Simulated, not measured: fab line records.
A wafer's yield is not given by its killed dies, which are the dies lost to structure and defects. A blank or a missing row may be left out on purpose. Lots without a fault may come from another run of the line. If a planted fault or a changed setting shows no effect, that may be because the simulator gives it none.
fab line records	flow sky130
record lots=5	wafers=15	last-day=50
route steps=708 shown VIA3@576 PAD_OPEN@708
lots that met no fault: taken from a fault-free run of the same line
start-h: hours from the record's first day to the start of the lot's first wafer shown	wait-h: how many hours have passed since the lot's step before this one	" same as the row above	L1.1+2: one row covering several wafers at once	- no value, or no start given	* or withheld: withheld	< > ~ a bound
route shown NAME@n: a module of which the file shows steps, and the number in the route of the first	usual: the fault-free wafers' mean and standard deviation	same: alike in all rows	chamber/n: place in a boat	sites: the reading at each site	_std_site: standard deviation across them	_edge_site: outer sites' mean less inner sites'	radius-mm: how far each site lies from the wafer's centre	mask NAME#n: copy n	behind: the last tool/chamber to shape the wafer	hold: why the lot went on hold/how many hours it stayed there/how the hold came to an end	device: the transistor (n, p or np) that didn't switch	end of line: the route-end tests of the same wafers	step lacking rows: just its recipe	killed: the dies lost at the first sort to structure and to defects; this is not the yield of the wafer	map: a wafer's dies, marking killed ones x, the rest . and places with no die _
set.NAME: the setting that was run; set.NAME@STEP: the one run at that earlier step	model.NAME: the simulator's own value behind a step, which no gauge read
lots at some steps of the route; a table a step, a row a wafer
services: when a tool's chamber went out of use (start-h, in hours from the record's first day, below 0 if earlier), for how many hours, and the reason
## steps
# step SKY_VIA3_BOW_MEAS_03
# recipe mode=bow
# usual VIA3_BOW=82/8.1
lot.wafer	tool	chamber	start-h	wait-h	VIA3_BOW[um]
L597.2	film-metro-03	-	895.46	0.1	72
L597.4	"	-	"	"	90
L597.5	"	-	"	"	78
L608.1	film-metro-04	-	996.06	0.1	85
L608.3	"	-	"	"	73
L608.5	"	-	"	"	88
L613.1	film-metro-04	-	1017.36	0.1	72
L613.3	"	-	"	"	83
L613.4	"	-	"	"	99
L614.2	film-metro-03	-	1025.80	0.2	84
L614.4	"	-	"	"	91
L614.6	"	-	"	"	97
L618.2	film-metro-03	-	1051.13	0.3	81
L618.4	"	-	"	"	89
L618.5	"	-	"	"	98
# step SKY_VIA3_DEHYDRATE_04
# recipe temp-c=200	time-s=60
# step SKY_VIA3_HMDS_05
# recipe prime-time-s=60	prime-temp-c=120
# step SKY_VIA3_COAT_06
# recipe resist=BARC	temp-c=withheld	time-s=withheld	spin-rpm=3000	resist-thk-nm=60
# step SKY_VIA3_COAT_07
# recipe resist=KrF-thick	spin-rpm=3000	resist-thk-nm=450
# step SKY_VIA3_SOFTBAKE_08
# recipe temp-c=100	time-s=90	resist=KrF-thick
# step SKY_VIA3_EXPOSE_09
# recipe mask-id=VIM3	na=0.8	source-shape=annular	sigma-inner=0.55	sigma-outer=0.85	target-cd-nm=200	dose-mj=38
# step SKY_VIA3_PEB_10
# recipe peb-temp-c=withheld	peb-time-s=withheld	resist=KrF-thick
# step SKY_VIA3_DEVELOP_11
# recipe develop-time-s=60	resist=KrF-thick	dev-temp-c=21
# step SKY_VIA3_CD_MEAS_12
# recipe target-cd-nm=200
# usual cd-nm=200.5/1.5
lot.wafer	tool	chamber	start-h	wait-h	cd-nm
L597.2	cd-sem-02	-	920.88	-	200.8
L597.4	"	-	"	"	201.4
L597.5	"	-	"	"	201.0
L608.1	cd-sem-01	-	1019.67	-	200.5
L608.3	"	-	"	"	199.9
L608.5	"	-	"	"	199.7
L613.1	cd-sem-02	-	1039.96	-	197.3
L613.3	"	-	"	"	197.9
L613.4	"	-	"	"	197.5
L614.2	cd-sem-01	-	1048.19	-	201.0
L614.4	"	-	"	"	200.3
L614.6	"	-	"	"	201.9
L618.2	cd-sem-01	-	1072.38	-	200.8
L618.4	"	-	"	"	199.9
L618.5	"	-	"	"	199.7
# step SKY_VIA3_OVL_MEAS_13
# usual VIA3_OVL=-4/4.4
lot.wafer	tool	chamber	start-h	wait-h	VIA3_OVL[nm]
L597.2	overlay-01	-	920.98	0.1	3
L597.4	"	-	"	"	-3
L597.5	"	-	"	"	-8
L608.1	overlay-01	-	1019.79	0.1	-14
L608.3	"	-	"	"	-7
L608.5	"	-	"	"	-6
L613.1	overlay-02	-	1040.08	0.1	0
L613.3	"	-	"	"	1
L613.4	"	-	"	"	2
L614.2	overlay-01	-	1048.30	0.1	0
L614.4	"	-	"	"	-4
L614.6	"	-	"	"	1
L618.2	overlay-02	-	1072.48	0.1	-4
L618.4	"	-	"	"	-3
L618.5	"	-	"	"	-5
# step SKY_VIA3_ETCH_14
# recipe chemistry=N2/H2	target=BARC	ion-energy-ev=200	source-w=500	bias-w=100	pressure-mtorr=30	n2-flow-sccm=100	h2-flow-sccm=200	stop-on=SiO2	time-s=45.9	target-depth-a=600
# usual drypump-motor-current-A=5.7/0.33	n2-flow-sccm=99.99/0.29	oes-product-au=0.854/0.0051	throttle-valve-pct=13.225/0.0076
lot.wafer	tool	chamber	start-h	wait-h	drypump-motor-current-A	n2-flow-sccm	oes-product-au	rf-hours-counter-h	throttle-valve-pct
L597.2	rie-diel-01	3	921.01	0.0	5.6	100.00	0.847	15	13.230
L597.4	"	0	"	"	5.4	100.34	0.856	13	13.234
L597.5	"	0	"	"	5.4	100.44	0.852	-	13.230
L608.1	rie-diel-01	2	1019.83	0.0	5.1	99.70	0.861	21	13.228
L608.3	"	0	"	"	5.4	99.65	0.850	16	13.230
L608.5	"	0	"	"	5.4	99.76	0.852	-	13.224
L613.1	rie-diel-03	3	1040.11	0.0	5.8	99.90	0.859	15	13.227
L613.3	"	1	"	"	5.7	99.66	0.859	7	13.234
L613.4	"	2	"	"	5.4	100.18	0.853	8	13.223
L614.2	rie-diel-02	1	1048.33	0.0	6.2	100.35	0.855	19	13.232
L614.4	"	1	"	"	6.1	100.34	0.858	-	13.226
L614.6	"	2	"	"	6.2	100.10	0.860	-	13.243
L618.2	rie-diel-02	3	1072.51	0.0	5.8	100.49	0.854	8	13.220
L618.4	"	1	"	"	6.1	100.16	0.850	20	13.234
L618.5	"	3	"	"	5.8	100.44	0.857	-	13.228
# step SKY_VIA3_ETCH_15
# recipe target=SiO2	chemistry=C4F8/O2/Ar	target-depth-nm=507	stop-on=TiN	mask-material=KrF-thick	source-w=1500	bias-w=1200	pressure-mtorr=40	c4f8-flow-sccm=withheld	O2_flow_sccm=6	Ar_flow_sccm=300	time-s=78
# usual oes-product-au=0.945/0.0045
lot.wafer	tool	chamber	start-h	wait-h	oes-product-au	model.etch.depth-nm	model.VIA3.feature-depth-nm	model.KrF-thick_of_VIA3_COAT_07.thk-nm
L597.2	rie-diel-01	3	921.06	0.0	0.949	463.2	463.2	288
L597.4	"	0	"	"	0.943	463.4	463.4	290.2
L597.5	"	0	"	"	0.947	463.5	463.5	289.3
L608.1	rie-diel-01	2	1019.87	0.0	0.947	464.3	464.3	291.7
L608.3	"	0	"	"	0.796	340.7	340.7	326.8
L608.5	"	0	"	"	0.790	339.4	339.4	326.5
L613.1	rie-diel-03	3	1040.16	0.0	0.940	465.7	465.7	290.8
L613.3	"	1	"	"	0.944	464.8	464.8	291.6
L613.4	"	2	"	"	0.943	464.2	464.2	290.8
L614.2	rie-diel-02	1	1048.37	0.0	0.941	462.5	462.5	296.2
L614.4	"	1	"	"	0.948	463.8	463.8	294.4
L614.6	"	2	"	"	0.950	463.8	463.8	292.5
L618.2	rie-diel-02	3	1072.56	0.0	0.944	466.8	466.8	292.1
L618.4	"	1	"	"	0.950	464.4	464.4	292.4
L618.5	"	3	"	"	0.944	466.4	466.4	292.9
# step SKY_VIA3_STRIP_16
# recipe chemistry=O2/N2	power-w=1400	pressure-mtorr=1500	platen-temp-c=withheld	o2-flow-sccm=3000	n2-flow-sccm=300	overash-fraction=0.5
# usual drypump-motor-current-A=5.7/0.45	n2-flow-sccm=300.0/0.83	oes-product-au=0.402/0.0047	strip-time-to-endpoint-s=4.132/0.025
lot.wafer	tool	chamber	start-h	wait-h	drypump-motor-current-A	n2-flow-sccm	oes-product-au	rf-hours-counter-h	strip-time-to-endpoint-s
L597.2	plasma-asher-03	0	921.12	0.0	6.2	299.2	0.407	102	4.086
L597.4	"	1	"	"	5.9	300.5	0.407	-	4.119
L597.5	"	1	"	"	5.9	299.4	0.398	-	4.115
L608.1	plasma-asher-02	1	1019.93	0.0	4.7	300.2	0.407	58	4.131
L608.3	"	0	"	"	5.7	300.9	0.412	-	4.497
L608.5	"	0	"	"	5.7	299.9	0.416	-	4.491
L613.1	plasma-asher-04	1	1040.22	0.0	5.8	300.2	0.402	30	4.132
L613.3	"	0	"	"	5.9	299.8	0.397	-	4.130
L613.4	"	1	"	"	5.8	299.8	0.399	-	4.132
L614.2	plasma-asher-04	0	1048.43	0.0	5.9	300.3	0.408	30	4.192
L614.4	"	1	"	"	5.8	299.7	0.404	-	4.161
L614.6	"	0	"	"	5.9	300.5	0.388	-	4.145
L618.2	plasma-asher-02	0	1072.62	0.0	5.7	300.5	0.403	63	4.132
L618.4	"	1	"	"	4.7	298.9	0.396	-	4.131
L618.5	"	1	"	"	4.7	299.2	0.392	-	4.151
# step SKY_VIA3_STRIP_17
# recipe chemistry=post-etch-residue-remover	time-s=1200	temp-c=72.5
# step SKY_PAD_OPEN_PROBE_99
# usual defect-limited-yield=82.4/1.8	killed_at_M0_to_M3=43/7.8	killed_at_M4_up=3.2/1.7	killed-at-contacts=24/5.2	killed-at-front-end=15/4.5	killed-at-other=0.4/0.65	killed-dies=87/9.1	killed-on-rim=17/3.5	killed-open=47/7.3	killed-short=40/6.5	sort_bin_3_pad_short=0.9/0.46	sort_bin_5_function=10.4/1.5	sort_bin_6_memory=6.3/1	sort-n-pass=405/9.1	sort-yield-pct=82.4/1.8
# same gross-dies=492	killed-at-back-side=0	sort_bin_4_leakage[%]=0	sort_bin_8_speed[%]=0
lot.wafer	tool	chamber	start-h	wait-h	defect-limited-yield[%]	killed_at_M0_to_M3	killed_at_M4_up	killed-at-contacts	killed-at-front-end	killed-at-other	killed-dies	killed-on-rim	killed-open	killed-short	sort_bin_3_pad_short[%]	sort_bin_5_function[%]	sort_bin_6_memory[%]	sort-n-pass	sort-yield-pct[%]
L597.2	prober-01	-	1068.52	0.1	82.9	42	1	25	15	1	84	16	49	35	0.6	10.2	6.3	408	82.9
L597.4	prober-01	-	1068.62	0.2	82.1	45	1	34	8	0	88	22	54	34	1.2	10.0	6.7	404	82.1
L597.5	prober-01	-	1068.67	0.2	81.9	43	4	21	21	0	89	23	46	43	1.8	10.0	6.3	403	81.9
L608.1	prober-02	-	1151.58	0.1	83.9	54	3	11	11	0	79	11	38	41	0.4	10.2	5.5	413	83.9
L608.3	prober-02	-	1151.68	0.2	0	437	6	33	16	0	492	96	46	38	0.4	93.5	6.1	0	0
L608.5	prober-02	-	1151.78	0.2	0	454	1	21	16	0	492	96	52	31	0	93.3	6.7	0	0
L613.1	prober-01	-	1169.18	0.1	81.9	44	3	27	15	0	89	13	53	36	0.4	10.6	7.1	403	81.9
L613.3	prober-01	-	1169.28	0.2	81.7	43	5	23	19	0	90	20	45	45	1.0	11.6	5.7	402	81.7
L613.4	prober-01	-	1169.33	0.2	80.7	54	1	22	18	0	95	10	45	50	1.2	11.0	7.1	397	80.7
L614.2	prober-01	-	1174.43	0.1	82.7	33	5	28	19	0	85	15	48	37	0.6	10.0	6.7	407	82.7
L614.4	prober-01	-	1174.53	0.2	85.6	38	3	22	8	0	71	15	31	40	0.6	8.9	4.9	421	85.6
L614.6	prober-01	-	1174.63	0.2	83.7	31	4	24	21	0	80	12	43	36	0.8	8.5	6.9	412	83.7
L618.2	prober-02	-	1192.89	0.1	82.1	49	2	26	9	2	88	15	38	49	1.8	10.6	5.5	404	82.1
L618.4	prober-02	-	1192.99	0.2	84.8	30	3	27	13	2	75	13	37	38	1.4	8.5	5.3	417	84.8
L618.5	prober-02	-	1193.04	0.2	83.9	35	2	25	16	1	79	20	38	41	1.0	9.8	5.3	413	83.9
# killed by level:class
L597.2 VIA1:geometric-particle:open=12 LI_CONTACT:geometric-particle:open=11 CONTACT:geometric-particle:open=8 VIA1:geometric-particle:short=6 VIA3:geometric-particle:open=5 VIA2:geometric-particle:open=5 METAL2:geometric-particle:short=5 FIELD_ISO:geometric-particle:open=4
L597.4 CONTACT:geometric-particle:open=13 VIA1:geometric-particle:open=12 CONTACT:geometric-particle:short=9 LI_CONTACT:geometric-particle:open=8 METAL2:geometric-particle:short=6 VIA2:geometric-particle:open=6 VIA2:geometric-particle:short=5 VIA3:geometric-particle:open=4
L597.5 VIA1:geometric-particle:open=15 CONTACT:geometric-particle:open=7 METAL2:geometric-particle:short=7 POLY_GATE:geometric-particle:open=5 LOCAL_INTERCONNECT:geometric-particle:short=5 VIA3:geometric-particle:open=5 CONTACT:geometric-particle:short=5 VIA2:geometric-particle:open=5
L608.1 VIA1:geometric-particle:open=12 VIA1:geometric-particle:short=10 VIA3:geometric-particle:open=9 VIA2:geometric-particle:open=7 LOCAL_INTERCONNECT:geometric-particle:short=6 METAL2:geometric-particle:short=4 METAL3:geometric-particle:short=4 FIELD_ISO:geometric-particle:short=3
L608.3 VIA3:area-etch=408 LI_CONTACT:geometric-particle:open=11 VIA1:geometric-particle:open=7 LOCAL_INTERCONNECT:geometric-particle:short=6 CONTACT:geometric-particle:open=6 VIA2:geometric-particle:open=6 METAL4:geometric-particle:short=5 FIELD_ISO:geometric-particle:open=4
L608.5 VIA3:area-etch=409 VIA3:geometric-particle:open=12 VIA2:geometric-particle:open=11 CONTACT:geometric-particle:open=8 POLY_GATE:geometric-particle:open=7 CONTACT:geometric-particle:short=5 METAL2:geometric-particle:short=5 METAL1:geometric-particle:short=4
L613.1 VIA1:geometric-particle:open=13 VIA2:geometric-particle:open=11 CONTACT:geometric-particle:open=9 FIELD_ISO:geometric-particle:short=6 LI_CONTACT:geometric-particle:open=6 VIA1:geometric-particle:short=6 CONTACT:geometric-particle:short=5 VIA3:geometric-particle:open=4
L613.3 VIA1:geometric-particle:open=14 CONTACT:geometric-particle:open=8 METAL2:geometric-particle:short=8 CONTACT:geometric-particle:short=6 LI_CONTACT:geometric-particle:open=5 VIA3:geometric-particle:open=5 VIA1:geometric-particle:short=5 VIA3:geometric-particle:short=5
L613.4 CONTACT:geometric-particle:open=11 METAL2:geometric-particle:short=11 VIA1:geometric-particle:short=9 VIA3:geometric-particle:open=8 FIELD_ISO:geometric-particle:open=6 METAL1:geometric-particle:short=6 VIA1:geometric-particle:open=6 VIA2:geometric-particle:open=5
L614.2 VIA1:geometric-particle:open=10 LOCAL_INTERCONNECT:geometric-particle:short=9 LI_CONTACT:geometric-particle:open=8 CONTACT:geometric-particle:open=8 POLY_GATE:geometric-particle:open=7 POLY_GATE:geometric-particle:short=4 VIA2:geometric-particle:open=4 VIA3:geometric-particle:short=4
L614.4 CONTACT:geometric-particle:open=8 VIA2:geometric-particle:short=6 METAL2:geometric-particle:short=6 VIA1:geometric-particle:short=5 VIA1:geometric-particle:open=5 LI_CONTACT:geometric-particle:open=4 LI_CONTACT:geometric-particle:short=4 VIA3:geometric-particle:open=4
L614.6 LI_CONTACT:geometric-particle:open=8 CONTACT:geometric-particle:open=8 VIA2:geometric-particle:open=6 POLY_GATE:geometric-particle:open=5 METAL1:geometric-particle:short=5 POLY_GATE:geometric-particle:short=4 VIA1:geometric-particle:open=4 METAL4:geometric-particle:short=4
L618.2 VIA1:geometric-particle:open=9 CONTACT:geometric-particle:open=8 METAL1:geometric-particle:short=7 METAL3:geometric-particle:short=7 LOCAL_INTERCONNECT:geometric-particle:short=6 VIA1:geometric-particle:short=6 LI_CONTACT:geometric-particle:open=5 CONTACT:geometric-particle:short=5
L618.4 VIA1:geometric-particle:open=9 CONTACT:geometric-particle:open=9 VIA3:geometric-particle:open=7 LI_CONTACT:geometric-particle:open=7 LOCAL_INTERCONNECT:geometric-particle:short=6 FIELD_ISO:geometric-particle:short=4 POLY_GATE:geometric-particle:short=4 METAL1:geometric-particle:short=4
L618.5 CONTACT:geometric-particle:short=9 LI_CONTACT:geometric-particle:open=8 VIA1:geometric-particle:open=6 POLY_GATE:geometric-particle:open=5 VIA3:geometric-particle:open=5 FIELD_ISO:geometric-particle:short=4 POLY_GATE:geometric-particle:short=4 CONTACT:geometric-particle:open=4
# map L608.3 (x killed, . not)
__________xxxxxxxxxx_________
________xxxxxxxxxxxxxx_______
______xxxxxxxxxxxxxxxxxx_____
_____xxxxxxxxxxxxxxxxxxxx____
____xxxxxxxxxxxxxxxxxxxxxx___
___xxxxxxxxxxxxxxxxxxxxxxxx__
__xxxxxxxxxxxxxxxxxxxxxxxxxx_
_xxxxxxxxxxxxxxxxxxxxxxxxxxxx
_xxxxxxxxxxxxxxxxxxxxxxxxxxxx
_xxxxxxxxxxxxxxxxxxxxxxxxxxxx
_xxxxxxxxxxxxxxxxxxxxxxxxxxxx
_xxxxxxxxxxxxxxxxxxxxxxxxxxxx
_xxxxxxxxxxxxxxxxxxxxxxxxxxxx
_xxxxxxxxxxxxxxxxxxxxxxxxxxxx
_xxxxxxxxxxxxxxxxxxxxxxxxxxxx
__xxxxxxxxxxxxxxxxxxxxxxxxxx_
___xxxxxxxxxxxxxxxxxxxxxxxx__
____xxxxxxxxxxxxxxxxxxxxxx___
_____xxxxxxxxxxxxxxxxxxxx____
______xxxxxxxxxxxxxxxxxx_____
________xxxxxxxxxxxxxx_______
__________xxxxxxxxxx_________
# map L597.5 (x killed, . not)
__________..x..x...._________
________xx..x.......x._______
______........x........._____
_____x....x.........x....____
____x....x..x..x......xx..___
___.....x..x...x.x.x.......__
__....x....x..............xx_
_....x.....x......xx.xx...xx.
_.........x...........x...xx.
_.xx..x.....x.....x..........
_x....xx.xx..x...............
_.x......xx...x...x.xx...x...
_x....x.x..x...............xx
_.....x.....x.....x...x...x..
_.x..........x..............x
__.x...............x.......x_
___....x..........x.....x.x__
____...................x.x___
_____.......x..........x.____
______.....x....x......._____
________.x.xxx......x._______
__________........x._________
## services
tool	chamber	start-h	hours	kind
rie-diel-02	-	898.53	0.5	repair
plasma-asher-02	-	903.23	1.2	repair
rie-diel-01	2	947.22	28.2	repair
plasma-asher-02	-	958.05	17.6	repair
rie-diel-01	-	960.00	0.8	repair
plasma-asher-04	-	1026.44	2.3	repair
plasma-asher-04	-	1027.85	2.2	repair
rie-diel-02	0	1046.18	16.5	repair
plasma-asher-03	-	1055.25	9.0	pm
plasma-asher-03	0	1055.25	9.0	vent-cycle
plasma-asher-03	1	1055.25	9.0	vent-cycle
plasma-asher-03	0	1064.25	-	clean
plasma-asher-03	1	1064.25	-	clean
plasma-asher-03	-	1065.33	5.7	repair
## key
first-sign step=SKY_VIA3_ETCH_15	reading=oes-product-au	direction=down	sigmas=33	usual=0.945	struck=0.793
effect step=SKY_VIA3_STRIP_16	reading=strip-time-to-endpoint-s	direction=up	sigmas=15	usual=*	struck=*
effect step=SKY_PAD_OPEN_PROBE_99	reading=sort_bin_5_function	direction=up	sigmas=55	usual=10.4	struck=93.4
model-effect step=SKY_VIA3_ETCH_15	value=etch.depth-nm	without=465.8	struck=340.1
more-kills-born-at SKY_VIA3_ETCH_15@rie-diel-01=817
met-at SKY_VIA3_ETCH_15
struck-wafers L608.3,L608.5
later-rows-left-out L608.3,L608.5
onset-between 921.06 1019.87
fault kind=process-parameter-drift	tool=rie-diel-01	chamber=0	onset-h=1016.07	steps=SKY_VIA3_ETCH_15	channel=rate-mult	offset=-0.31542	shape=step	end-h=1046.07
# later-rows-left-out: the simulator's readings of these wafers behind a module that went badly wrong aren't trusted and aren't shown, but for the sort
